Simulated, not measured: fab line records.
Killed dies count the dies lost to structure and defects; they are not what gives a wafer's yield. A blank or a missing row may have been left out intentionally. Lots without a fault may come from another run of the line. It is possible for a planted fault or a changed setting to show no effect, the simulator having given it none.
fab line records	flow sky130
record lots=13	wafers=38	lastDay=49
route steps=708 shown METAL3@535 CAPM@537 METAL4@637 PAD_OPEN@708
lots that met no fault: from a run of the same line without faults
startH: the number of hours between the record's first day and the start of the first shown wafer of the lot	waitH: time in hours since the lot's previous step	" unchanged from the row above	L1.1+2: a single row standing in for several wafers	- no value, or no start given	* or withheld: withheld	< > ~ a bound
route shown NAME@n: a module of which the file shows steps, and the number in the route of the first	usual: mean/standard deviation of fault-free wafers	same: alike in all rows	chamber/n: place in a boat	sites: readings site by site	_std_site: standard deviation of those values	_edge_site: mean of outer sites minus mean of inner sites	radiusMm: for every site, how far away it sits from the centre of the wafer	mask NAME#n: copy n	behind: tool/chamber where the wafer was last shaped	hold: what put the lot on hold/how long, in hours/how the hold closed	device: the n, p or np transistor that did not switch	end of line: the route-end tests of the same wafers	for a step that has no rows: nothing shown but its recipe	killed: dies that structure and defects cost at the first sort, which is not the same as the wafer's yield	map: per-die view of a wafer (x killed, . not killed, _ where there is no die)
set.NAME: the run value of the setting; set.NAME@STEP: its run value at that earlier step	model.NAME: the simulator's own value behind a step, which no gauge read
route steps across a sampled set of lots; one table per step, one row per wafer
services: from which hour (startH, from the record's first day; less than 0 if before it) a tool's chamber was out of use, for how many hours, and why
## steps
# step SKY_METAL3_SPUTTER_03
# recipe material=Ti	targetThkNm=5	powerW=3000	timeS=3.3	chamberPressurePa=0.4
# usual cathodeDcPowerW=3000.0/0.52	chamberPressurePa=0.4000/0.0008	throttleValvePct=29.9/1
lot.wafer	tool	chamber	startH	waitH	cathodeDcPowerW	chamberPressurePa	throttleValvePct
L164.2	pvdSputter-03	-	847.58	0.0	3000.3	0.4003	28.3
L164.3	"	-	"	"	2999.9	0.3985	28.7
L164.4	"	-	"	"	3000.5	0.4014	29.4
L166.3	pvdSputter-01	-	857.17	0.0	2999.9	0.3996	29.1
L166.4	"	-	"	"	2999.7	0.3995	30.0
L166.6	"	-	"	"	3000.6	0.4015	29.1
L168.1	pvdSputter-02	-	904.67	0.0	3000.0	0.3997	29.5
L168.4	"	-	"	"	3000.6	0.3989	30.9
L168.6	"	-	"	"	3000.0	0.3988	29.3
L167.2	pvdSputter-02	-	905.62	0.0	3000.3	0.3991	31.9
L167.3	"	-	"	"	2999.2	0.4009	30.8
L167.6	"	-	"	"	3000.8	0.4009	31.8
L171.3	pvdSputter-03	-	905.97	0.0	3000.2	0.3991	30.9
L171.4	"	-	"	"	3000.7	0.4007	29.2
L171.6	"	-	"	"	3000.4	0.4005	29.4
L170.2	pvdSputter-02	-	907.64	0.0	3000.8	0.3992	31.0
L170.3	"	-	"	"	3000.1	0.4000	31.9
L170.4	"	-	"	"	2999.9	0.4002	30.8
L172.2	pvdSputter-03	-	911.33	0.0	2999.7	0.4010	30.5
L172.4	"	-	"	"	2999.6	0.4004	28.5
L172.5	"	-	"	"	3000.3	0.3988	29.3
L174.4	pvdSputter-02	-	944.42	0.0	2999.8	0.3984	30.7
L174.5	"	-	"	"	3000.3	0.3999	29.4
L174.6	"	-	"	"	2999.3	0.4007	30.6
L179.2	pvdSputter-02	-	952.17	0.0	3001.0	0.4000	32.1
L179.4	"	-	"	"	3000.0	0.4000	30.8
L179.6	"	-	"	"	3000.2	0.3992	29.6
L178.2	pvdSputter-01	-	955.44	0.0	2999.7	0.3993	30.9
L178.3	"	-	"	"	2999.7	0.4019	28.8
L181.2	pvdSputter-03	-	967.63	0.0	3000.7	0.4000	30.9
L181.5	"	-	"	"	2999.2	0.4000	28.5
L181.6	"	-	"	"	3000.0	0.4009	29.7
L184.3	pvdSputter-01	-	986.27	0.0	3000.3	0.3998	29.6
L184.4	"	-	"	"	3000.2	0.3999	30.8
L184.5	"	-	"	"	3000.1	0.4000	28.7
L183.2	pvdSputter-01	-	990.49	0.0	3000.2	0.4007	29.1
L183.4	"	-	"	"	2999.7	0.3991	28.9
L183.6	"	-	"	"	3000.2	0.3985	29.1
# step SKY_CAPM_CVD_00
# recipe material=SiO2	targetThkNm=15.5	tempC=400	timeS=withheld	rfW=450
# usual heaterPowerW=689/83
lot.wafer	tool	chamber	startH	waitH	heaterPowerW
L164.2	pecvd-04	1	847.64	0.0	689
L164.3	"	2	"	"	765
L164.4	"	2	"	"	759
L166.3	pecvd-04	2	857.24	0.0	695
L166.4	"	0	"	"	800
L166.6	"	1	"	"	640
L168.1	pecvd-04	0	904.74	0.0	728
L168.4	"	0	"	"	718
L168.6	"	1	"	"	693
L167.2	pecvd-02	2	905.69	0.0	620
L167.3	"	1	"	"	578
L167.6	"	2	"	"	613
L171.3	pecvd-04	0	906.04	0.0	806
L171.4	"	0	"	"	816
L171.6	"	2	"	"	662
L170.2	pecvd-02	2	907.71	0.0	722
L170.3	"	1	"	"	531
L170.4	"	0	"	"	702
L172.2	pecvd-02	2	911.40	0.0	731
L172.4	"	2	"	"	707
L172.5	"	0	"	"	749
L174.4	pecvd-04	2	944.50	0.0	682
L174.5	"	1	"	"	661
L174.6	"	0	"	"	683
L179.2	pecvd-02	0	952.24	0.0	779
L179.4	"	1	"	"	586
L179.6	"	2	"	"	681
L178.2	pecvd-04	0	955.51	0.0	698
L178.3	"	1	"	"	635
L181.2	pecvd-01	2	967.69	0.0	790
L181.5	"	2	"	"	800
L181.6	"	0	"	"	669
L184.3	pecvd-04	2	986.34	0.0	738
L184.4	"	2	"	"	751
L184.5	"	1	"	"	651
L183.2	pecvd-01	0	990.56	0.0	741
L183.4	"	1	"	"	580
L183.6	"	0	"	"	751
# step SKY_CAPM_RS_MEAS_03
# recipe thkMeasGauge=four-point-probe	reads=TiN_of_CAPM_SPUTTER_02
# usual CAPM_TIN_RS=6.92/0.086
lot.wafer	tool	chamber	startH	waitH	CAPM_TIN_RS[ohm/sq]
L164.2	filmMetro-01	-	847.85	0.1	7.08
L164.3	"	-	"	"	6.79
L164.4	"	-	"	"	6.93
L166.3	filmMetro-01	-	857.47	0.1	6.75
L166.4	"	-	"	"	6.86
L166.6	"	-	"	"	6.99
L168.1	filmMetro-04	-	904.93	0.1	6.94
L168.4	"	-	"	"	6.94
L168.6	"	-	"	"	6.97
L167.2	filmMetro-04	-	905.90	0.1	6.96
L167.3	"	-	"	"	6.97
L167.6	"	-	"	"	6.95
L171.3	filmMetro-04	-	906.27	0.1	6.84
L171.4	"	-	"	"	6.91
L171.6	"	-	"	"	6.84
L170.2	filmMetro-01	-	907.92	0.1	6.76
L170.3	"	-	"	"	6.82
L170.4	"	-	"	"	6.87
L172.2	filmMetro-04	-	911.61	0.1	7.09
L172.4	"	-	"	"	6.93
L172.5	"	-	"	"	6.90
L174.4	filmMetro-01	-	944.74	0.1	6.99
L174.5	"	-	"	"	7.01
L174.6	"	-	"	"	6.85
L179.2	filmMetro-02	-	952.45	0.1	6.73
L179.4	"	-	"	"	6.82
L179.6	"	-	"	"	6.94
L178.2	filmMetro-04	-	955.73	0.1	6.89
L178.3	"	-	"	"	6.93
L181.2	filmMetro-01	-	967.91	0.1	6.90
L181.5	"	-	"	"	6.92
L181.6	"	-	"	"	6.97
L184.3	filmMetro-02	-	986.57	0.1	6.67
L184.4	"	-	"	"	6.84
L184.5	"	-	"	"	6.84
L183.2	filmMetro-04	-	990.77	0.1	6.92
L183.4	"	-	"	"	6.95
L183.6	"	-	"	"	6.88
# step SKY_METAL4_CLEAN_21
# recipe chemistry=IPA	timeS=180	tempC=25
lot.wafer	tool	chamber	startH	waitH
L164.2+3+4	wetBench-03	3	977.18	0.0
L166.3+4+6	wetBench-03	1	987.63	0.0
L168.1+4+6	wetBench-03	0	1030.24	0.0
L167.2+3+6	wetBench-03	1	1030.94	0.0
L171.3+4+6	wetBench-03	0	1031.59	0.0
L170.2+3+4	wetBench-03	2	1035.88	0.0
L172.2+4+5	wetBench-03	2	1036.86	0.0
L174.4+5+6	wetBench-04	2	1067.03	0.0
L179.2+4+6	wetBench-03	2	1070.63	0.0
L178.2+3	wetBench-03	3	1074.88	0.0
L181.2+5+6	wetBench-01	0	1085.54	0.0
L184.3+4+5	wetBench-01	0	1101.17	0.0
L183.2+4+6	wetBench-04	2	1106.26	0.0
# step SKY_PAD_OPEN_PROBE_99
# usual defectLimitedYield=82.8/1.9	killed_at_M0_to_M3=43/7.5	killed_at_M4_up=2.8/1.8	killedAtContacts=24/5.3	killedAtFrontEnd=14/4.2	killedAtOther=0.3/0.54	killedDies=84/9.4	killedOnRim=16/3.3	killedOpen=46/7.1	killedShort=38/6.6	sort_bin_3_pad_short=0.8/0.42	sort_bin_5_function=10.1/1.4	sort_bin_6_memory=6.2/1.1	sortNPass=408/9.4	sortYieldPct=82.8/1.9
# same grossDies=492	killedAtBackSide=0	sort_bin_4_leakage[%]=0	sort_bin_8_speed[%]=0
lot.wafer	tool	chamber	startH	waitH	hold	defectLimitedYield[%]	killed_at_M0_to_M3	killed_at_M4_up	killedAtContacts	killedAtFrontEnd	killedAtOther	killedDies	killedOnRim	killedOpen	killedShort	sort_bin_3_pad_short[%]	sort_bin_5_function[%]	sort_bin_6_memory[%]	sortNPass	sortYieldPct[%]
L164.2	prober-01	-	1072.43	0.1	-	82.7	46	4	17	18	0	85	18	48	36	1.2	10.8	5.3	407	82.7
L164.3	prober-01	-	1072.48	0.2	-	83.7	40	2	24	14	0	80	18	44	36	0.4	10.4	5.5	412	83.7
L164.4	prober-01	-	1072.53	0.2	-	84.6	42	3	17	14	0	76	14	40	36	0.6	9.3	5.5	416	84.6
L166.3	prober-01	-	1082.36	0.2	-	83.9	41	0	22	14	2	79	19	51	26	0.6	10.8	4.7	413	83.9
L166.4	prober-01	-	1082.41	0.2	-	81.1	50	5	22	15	1	93	14	59	34	0.6	11.2	7.1	399	81.1
L166.6	prober-01	-	1082.51	0.2	-	81.1	48	1	25	19	0	93	19	54	39	0.8	10.0	8.1	399	81.1
L168.1	prober-01	-	1118.96	0.1	-	81.3	48	1	29	13	1	92	11	43	49	1.4	11.0	6.3	400	81.3
L168.4	prober-01	-	1119.11	0.2	-	81.1	53	1	22	17	0	93	17	54	39	1.8	9.6	7.5	399	81.1
L168.6	prober-01	-	1119.21	0.2	-	83.1	46	4	19	14	0	83	20	39	44	0.4	10.8	5.7	409	83.1
L167.2	prober-02	-	1120.51	0.1	-	83.1	47	3	18	15	0	83	19	48	35	0.2	12.4	4.3	409	83.1
L167.3	prober-02	-	1120.56	0.2	-	85.8	33	0	19	18	0	70	13	41	29	0.2	8.7	5.3	422	85.8
L167.6	prober-02	-	1120.71	0.2	-	80.5	54	5	23	14	0	96	18	56	40	0.4	9.8	9.3	396	80.5
L171.3	prober-01	-	1122.06	0.2	-	81.7	53	2	23	12	0	90	19	58	32	0.4	9.8	8.1	402	81.7
L171.4	prober-01	-	1122.11	0.2	-	82.7	58	1	21	5	0	85	17	37	48	1.0	10.6	5.7	407	82.7
L171.6	prober-01	-	1122.21	0.2	-	83.3	42	0	22	17	1	82	18	46	36	0.6	10.2	5.9	410	83.3
L170.2	prober-02	-	1123.51	0.1	-	83.1	41	2	20	20	0	83	14	45	37	1.4	8.9	6.5	409	83.1
L170.3	prober-02	-	1123.56	0.2	-	79.9	41	6	35	17	0	99	20	65	34	1.0	12.8	6.3	393	79.9
L170.4	prober-02	-	1123.61	0.2	-	82.7	44	1	26	14	0	85	16	52	33	1.2	10.2	5.9	407	82.7
L172.2	prober-01	-	1126.39	0.1	-	81.1	45	2	30	16	0	93	19	52	40	0.6	11.2	7.1	399	81.1
L172.4	prober-01	-	1126.49	0.2	-	82.3	44	3	19	21	0	87	27	40	46	0.8	10.8	6.1	405	82.3
L172.5	prober-01	-	1126.54	0.2	-	82.7	39	1	33	10	2	85	19	45	39	0.4	9.6	7.3	407	82.7
L174.4	prober-01	-	1152.91	0.2	-	83.5	42	0	29	10	0	81	13	52	29	1.4	9.1	5.9	411	83.5
L174.5	prober-01	-	1152.96	0.2	-	82.7	50	2	12	21	0	85	18	42	43	1.0	10.6	5.7	407	82.7
L174.6	prober-01	-	1153.01	0.2	-	82.5	46	1	24	15	0	86	15	42	44	1.4	9.8	6.3	406	82.5
L179.2	prober-01	-	1154.70	0.1	awaitDispo/5.1h/release	73.2	54	49	18	11	0	132	30	48	41	2.6	16.3	7.9	360	73.2
L179.4	prober-01	-	1154.80	0.2	awaitDispo/5.1h/release	76.6	35	45	18	16	1	115	22	40	30	3.3	13.6	6.5	377	76.6
L179.6	prober-01	-	1154.90	0.2	awaitDispo/5.1h/release	72.6	46	48	20	20	1	135	30	43	47	3.5	16.1	7.9	357	72.6
L178.2	prober-02	-	1157.77	0.1	awaitDispo/4.7h/release	73.4	44	36	28	23	0	131	28	48	48	3.3	18.1	5.3	361	73.4
L178.3	prober-02	-	1157.82	0.2	awaitDispo/4.7h/release	72.4	53	43	20	19	1	136	34	55	44	2.8	17.3	7.5	356	72.4
L181.2	prober-02	-	1169.03	0.1	-	81.7	52	1	20	17	0	90	18	52	38	1.0	11.0	6.3	402	81.7
L181.5	prober-02	-	1169.18	0.2	-	86.2	32	2	22	12	0	68	10	29	39	0.6	9.6	3.7	424	86.2
L181.6	prober-02	-	1169.23	0.2	-	84.6	35	3	24	13	1	76	13	45	31	0.2	10.4	4.9	416	84.6
L184.3	prober-02	-	1181.03	0.2	-	83.5	28	2	36	15	0	81	23	44	37	0.6	9.1	6.7	411	83.5
L184.4	prober-02	-	1181.08	0.2	-	83.1	41	2	27	13	0	83	18	49	34	0.6	8.9	7.3	409	83.1
L184.5	prober-02	-	1181.13	0.2	-	80.3	50	5	28	14	0	97	22	49	45	0.6	11.8	7.3	395	80.3
L183.2	prober-01	-	1182.48	0.1	-	84.1	47	2	19	10	0	78	16	37	41	0.4	10.0	5.5	414	84.1
L183.4	prober-01	-	1182.58	0.2	-	82.5	43	3	22	17	1	86	17	46	39	1.6	9.8	6.1	406	82.5
L183.6	prober-01	-	1182.68	0.2	-	83.9	35	4	18	22	0	79	18	40	39	0.6	8.3	7.1	413	83.9
# killed by level:class
L164.2 VIA1:geometricParticle:open=12 VIA3:geometricParticle:open=7 CONTACT:geometricParticle:open=6 VIA2:geometricParticle:open=6 METAL1:geometricParticle:short=5 POLY_GATE:geometricParticle:open=4 LI_CONTACT:geometricParticle:open=4 VIA1:geometricParticle:short=4
L164.3 CONTACT:geometricParticle:open=9 VIA1:geometricParticle:open=9 POLY_GATE:geometricParticle:short=7 LI_CONTACT:geometricParticle:open=7 VIA2:geometricParticle:open=6 VIA1:geometricParticle:short=6 CONTACT:geometricParticle:short=5 METAL2:geometricParticle:short=4
L164.4 VIA1:geometricParticle:open=8 VIA3:geometricParticle:open=8 LI_CONTACT:geometricParticle:open=6 VIA2:geometricParticle:open=6 METAL1:geometricParticle:short=5 METAL2:geometricParticle:short=5 FIELD_ISO:geometricParticle:open=4 LOCAL_INTERCONNECT:geometricParticle:short=4
L166.3 VIA1:geometricParticle:open=17 CONTACT:geometricParticle:open=11 POLY_GATE:geometricParticle:open=6 VIA1:geometricParticle:short=5 LI_CONTACT:geometricParticle:open=5 VIA2:geometricParticle:open=5 FIELD_ISO:geometricParticle:open=4 LOCAL_INTERCONNECT:geometricParticle:short=3
L166.4 VIA1:geometricParticle:open=14 VIA3:geometricParticle:open=11 CONTACT:geometricParticle:open=10 VIA2:geometricParticle:open=8 LI_CONTACT:geometricParticle:open=6 VIA2:geometricParticle:short=5 METAL4:geometricParticle:short=5 POLY_GATE:geometricParticle:short=4
L166.6 VIA1:geometricParticle:open=13 LI_CONTACT:geometricParticle:open=10 VIA1:geometricParticle:short=8 VIA3:geometricParticle:open=7 CONTACT:geometricParticle:open=7 METAL1:geometricParticle:short=7 VIA2:geometricParticle:open=5 FIELD_ISO:geometricParticle:open=4
L168.1 CONTACT:geometricParticle:open=10 VIA1:geometricParticle:short=9 CONTACT:geometricParticle:short=7 VIA1:geometricParticle:open=7 LI_CONTACT:geometricParticle:open=6 POLY_GATE:geometricParticle:short=5 VIA2:geometricParticle:open=5 METAL1:geometricParticle:short=5
L168.4 VIA1:geometricParticle:open=16 VIA3:geometricParticle:open=11 METAL3:geometricParticle:short=6 POLY_GATE:geometricParticle:short=5 VIA2:geometricParticle:open=5 CONTACT:geometricParticle:open=5 POLY_GATE:geometricParticle:open=4 LI_CONTACT:geometricParticle:open=4
L168.6 VIA2:geometricParticle:open=8 METAL2:geometricParticle:short=8 VIA3:geometricParticle:open=8 LOCAL_INTERCONNECT:geometricParticle:short=6 POLY_GATE:geometricParticle:open=5 METAL1:geometricParticle:short=5 VIA1:geometricParticle:open=5 POLY_GATE:geometricParticle:short=4
L167.2 VIA1:geometricParticle:open=15 CONTACT:geometricParticle:open=9 VIA1:geometricParticle:short=7 FIELD_ISO:geometricParticle:open=5 VIA2:geometricParticle:short=5 VIA3:geometricParticle:open=5 LI_CONTACT:geometricParticle:open=4 METAL2:geometricParticle:short=4
L167.3 VIA1:geometricParticle:open=9 FIELD_ISO:geometricParticle:open=7 LI_CONTACT:geometricParticle:open=7 CONTACT:geometricParticle:short=6 VIA2:geometricParticle:open=5 METAL2:geometricParticle:short=5 POLY_GATE:geometricParticle:open=4 METAL1:geometricParticle:short=4
L167.6 VIA1:geometricParticle:open=13 CONTACT:geometricParticle:open=10 LI_CONTACT:geometricParticle:open=8 VIA2:geometricParticle:open=8 METAL1:geometricParticle:short=8 VIA1:geometricParticle:short=5 VIA2:geometricParticle:short=5 VIA3:geometricParticle:open=5
L171.3 VIA1:geometricParticle:open=16 LI_CONTACT:geometricParticle:open=8 VIA2:geometricParticle:open=8 POLY_GATE:geometricParticle:open=6 CONTACT:geometricParticle:open=6 CONTACT:geometricParticle:short=5 METAL2:geometricParticle:short=5 METAL3:geometricParticle:short=5
L171.4 METAL1:geometricParticle:short=18 VIA1:geometricParticle:open=15 LI_CONTACT:geometricParticle:short=5 CONTACT:geometricParticle:open=5 VIA3:geometricParticle:open=5 LI_CONTACT:geometricParticle:open=4 CONTACT:geometricParticle:short=4 VIA1:geometricParticle:short=4
L171.6 VIA1:geometricParticle:open=15 CONTACT:geometricParticle:open=9 METAL1:geometricParticle:short=9 LI_CONTACT:geometricParticle:open=7 POLY_GATE:geometricParticle:open=4 FIELD_ISO:geometricParticle:short=4 POLY_GATE:geometricParticle:short=4 FIELD_ISO:geometricParticle:open=3
L170.2 VIA1:geometricParticle:open=12 CONTACT:geometricParticle:open=9 FIELD_ISO:geometricParticle:short=6 VIA1:geometricParticle:short=6 VIA2:geometricParticle:open=5 VIA3:geometricParticle:open=5 POLY_GATE:geometricParticle:short=4 LOCAL_INTERCONNECT:geometricParticle:short=4
L170.3 VIA1:geometricParticle:open=17 CONTACT:geometricParticle:open=17 FIELD_ISO:geometricParticle:open=7 VIA3:geometricParticle:open=7 LI_CONTACT:geometricParticle:open=6 LI_CONTACT:geometricParticle:short=5 VIA2:geometricParticle:open=4 POLY_GATE:geometricParticle:short=4
L170.4 CONTACT:geometricParticle:open=13 VIA1:geometricParticle:open=10 METAL2:geometricParticle:short=7 VIA2:geometricParticle:open=6 LI_CONTACT:geometricParticle:open=5 VIA3:geometricParticle:open=4 POLY_GATE:geometricParticle:short=4 LOCAL_INTERCONNECT:geometricParticle:short=4
L172.2 CONTACT:geometricParticle:open=13 VIA1:geometricParticle:open=13 LI_CONTACT:geometricParticle:open=8 VIA1:geometricParticle:short=6 METAL1:geometricParticle:short=5 VIA2:geometricParticle:short=5 POLY_GATE:geometricParticle:open=4 POLY_GATE:geometricParticle:short=4
L172.4 VIA1:geometricParticle:open=10 CONTACT:geometricParticle:open=7 VIA2:geometricParticle:open=7 METAL1:geometricParticle:short=6 FIELD_ISO:geometricParticle:open=5 VIA1:geometricParticle:short=5 VIA2:geometricParticle:short=5 FIELD_ISO:geometricParticle:short=4
L172.5 LI_CONTACT:geometricParticle:open=11 CONTACT:geometricParticle:open=10 METAL1:geometricParticle:short=10 VIA1:geometricParticle:open=9 LOCAL_INTERCONNECT:geometricParticle:short=6 VIA2:geometricParticle:open=6 METAL2:geometricParticle:short=5 CONTACT:geometricParticle:short=4
L174.4 CONTACT:geometricParticle:open=14 LI_CONTACT:geometricParticle:open=9 VIA2:geometricParticle:open=8 VIA1:geometricParticle:open=8 METAL1:geometricParticle:short=6 POLY_GATE:geometricParticle:short=5 VIA1:geometricParticle:short=5 POLY_GATE:geometricParticle:open=4
L174.5 VIA1:geometricParticle:open=13 VIA3:geometricParticle:open=8 CONTACT:geometricParticle:short=7 VIA2:geometricParticle:open=7 POLY_GATE:geometricParticle:short=6 VIA3:geometricParticle:short=6 FIELD_ISO:geometricParticle:short=5 FIELD_ISO:geometricParticle:open=4
L174.6 VIA1:geometricParticle:open=13 VIA1:geometricParticle:short=10 LI_CONTACT:geometricParticle:open=7 CONTACT:geometricParticle:open=7 POLY_GATE:geometricParticle:short=6 FIELD_ISO:geometricParticle:short=5 METAL1:geometricParticle:short=5 CONTACT:geometricParticle:short=4
L179.2 METAL4:unspecified=43 VIA1:geometricParticle:open=12 VIA3:geometricParticle:open=8 VIA1:geometricParticle:short=6 CONTACT:geometricParticle:open=6 VIA2:geometricParticle:open=6 VIA2:geometricParticle:short=6 LI_CONTACT:geometricParticle:open=5
L179.4 METAL4:unspecified=44 VIA1:geometricParticle:open=12 METAL1:geometricParticle:short=7 LI_CONTACT:geometricParticle:open=6 CONTACT:geometricParticle:open=6 FIELD_ISO:geometricParticle:open=4 CONTACT:geometricParticle:short=4 FIELD_ISO:geometricParticle:short=3
L179.6 METAL4:unspecified=43 METAL1:geometricParticle:short=14 CONTACT:geometricParticle:open=8 VIA1:geometricParticle:open=8 VIA2:geometricParticle:open=8 FIELD_ISO:geometricParticle:open=7 METAL2:geometricParticle:short=5 VIA3:geometricParticle:open=5
L178.2 METAL4:unspecified=35 VIA2:geometricParticle:open=10 LOCAL_INTERCONNECT:geometricParticle:short=7 METAL1:geometricParticle:short=7 FIELD_ISO:geometricParticle:open=6 LI_CONTACT:geometricParticle:short=6 LI_CONTACT:geometricParticle:open=6 VIA2:geometricParticle:short=6
L178.3 METAL4:unspecified=37 VIA2:geometricParticle:open=12 POLY_GATE:geometricParticle:short=8 VIA1:geometricParticle:open=8 METAL2:geometricParticle:short=8 POLY_GATE:geometricParticle:open=7 VIA3:geometricParticle:open=6 LOCAL_INTERCONNECT:geometricParticle:short=6
L181.2 VIA1:geometricParticle:open=13 METAL1:geometricParticle:short=9 CONTACT:geometricParticle:open=8 FIELD_ISO:geometricParticle:open=7 FIELD_ISO:geometricParticle:short=5 LI_CONTACT:geometricParticle:open=5 VIA2:geometricParticle:open=5 VIA3:geometricParticle:short=5
L181.5 CONTACT:geometricParticle:open=8 VIA3:geometricParticle:short=7 CONTACT:geometricParticle:short=6 VIA1:geometricParticle:short=5 METAL1:geometricParticle:short=4 METAL2:geometricParticle:short=4 LI_CONTACT:geometricParticle:short=3 LI_CONTACT:geometricParticle:open=3
L181.6 VIA3:geometricParticle:open=10 LI_CONTACT:geometricParticle:open=8 CONTACT:geometricParticle:open=7 VIA2:geometricParticle:open=7 METAL1:geometricParticle:short=5 VIA1:geometricParticle:open=5 CONTACT:geometricParticle:short=4 FIELD_ISO:geometricParticle:short=3
L184.3 CONTACT:geometricParticle:open=11 LI_CONTACT:geometricParticle:open=9 LI_CONTACT:geometricParticle:short=8 FIELD_ISO:geometricParticle:short=6 VIA1:geometricParticle:open=6 VIA3:geometricParticle:open=6 FIELD_ISO:geometricParticle:open=4 METAL1:geometricParticle:short=4
L184.4 VIA3:geometricParticle:open=11 METAL2:geometricParticle:short=9 LI_CONTACT:geometricParticle:open=9 CONTACT:geometricParticle:open=9 FIELD_ISO:geometricParticle:open=7 VIA2:geometricParticle:open=5 FIELD_ISO:geometricParticle:short=4 LOCAL_INTERCONNECT:geometricParticle:short=3
L184.5 LI_CONTACT:geometricParticle:open=12 VIA1:geometricParticle:open=12 VIA3:geometricParticle:open=9 METAL2:geometricParticle:short=8 FIELD_ISO:geometricParticle:short=7 VIA2:geometricParticle:open=5 METAL4:geometricParticle:short=5 FIELD_ISO:geometricParticle:open=4
L183.2 VIA1:geometricParticle:short=8 LI_CONTACT:geometricParticle:open=6 CONTACT:geometricParticle:open=6 VIA2:geometricParticle:open=6 CONTACT:geometricParticle:short=5 METAL1:geometricParticle:short=5 VIA1:geometricParticle:open=5 METAL2:geometricParticle:short=5
L183.4 VIA1:geometricParticle:open=12 CONTACT:geometricParticle:open=9 POLY_GATE:geometricParticle:open=7 VIA1:geometricParticle:short=6 CONTACT:geometricParticle:short=5 FIELD_ISO:geometricParticle:short=4 VIA2:geometricParticle:open=4 LI_CONTACT:geometricParticle:open=4
L183.6 VIA1:geometricParticle:open=12 LI_CONTACT:geometricParticle:open=7 FIELD_ISO:geometricParticle:short=6 CONTACT:geometricParticle:open=5 VIA1:geometricParticle:short=4 VIA3:geometricParticle:open=4 METAL1:geometricParticle:short=3 SPACER:geometricParticle:short=3
## services
tool	chamber	startH	hours	kind
wetBench-03	-	863.38	3.0	repair
pvdSputter-02	-	877.06	3.1	repair
pecvd-04	-	879.60	5.5	pm
pecvd-02	0	893.62	5.5	scheduledDown
pecvd-01	-	905.66	0.8	repair
pvdSputter-03	-	912.29	8.0	repair
pecvd-04	2	915.53	2.1	scheduledDown
pecvd-02	0	919.59	2.1	scheduledDown
pecvd-04	2	951.26	5.5	scheduledDown
wetBench-01	-	951.64	5.2	repair
pecvd-04	1	961.08	-	calibration
pecvd-02	1	964.54	6.5	repair
pvdSputter-01	-	966.11	4.5	repair
pecvd-02	1	972.13	5.5	scheduledDown
pecvd-04	-	988.90	4.3	pm
pecvd-02	1	992.99	2.9	repair
pvdSputter-01	-	1003.80	1.2	repair
pecvd-04	0	1005.70	2.1	scheduledDown
pecvd-04	-	1023.35	14.6	pm
pvdSputter-03	-	1031.46	3.3	repair
pecvd-02	2	1032.34	2.1	scheduledDown
pvdSputter-03	-	1090.15	1.6	repair
pvdSputter-01	-	1092.99	8.6	repair
wetBench-03	-	1103.40	1.0	repair
## key
firstSign step=SKY_PAD_OPEN_PROBE_99	reading=killed_at_M4_up	direction=up	sigmas=23	usual=2.8	struck=44.2
effect step=SKY_PAD_OPEN_PROBE_99	reading=sort_bin_3_pad_short	direction=up	sigmas=5.4	usual=0.8	struck=3.1
metAt SKY_METAL4_CLEAN_21
struckLots L178,L179
notActingAt SKY_METAL3_SPUTTER_03,SKY_CAPM_CVD_00,SKY_CAPM_RS_MEAS_03
onsetBetween 1036.86 1070.63
fault kind=chamberParticleSource	tool=wetBench-03	chamber=-	onsetH=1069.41	steps=SKY_METAL4_CLEAN_21	ratePerVisitCm2=1.3672
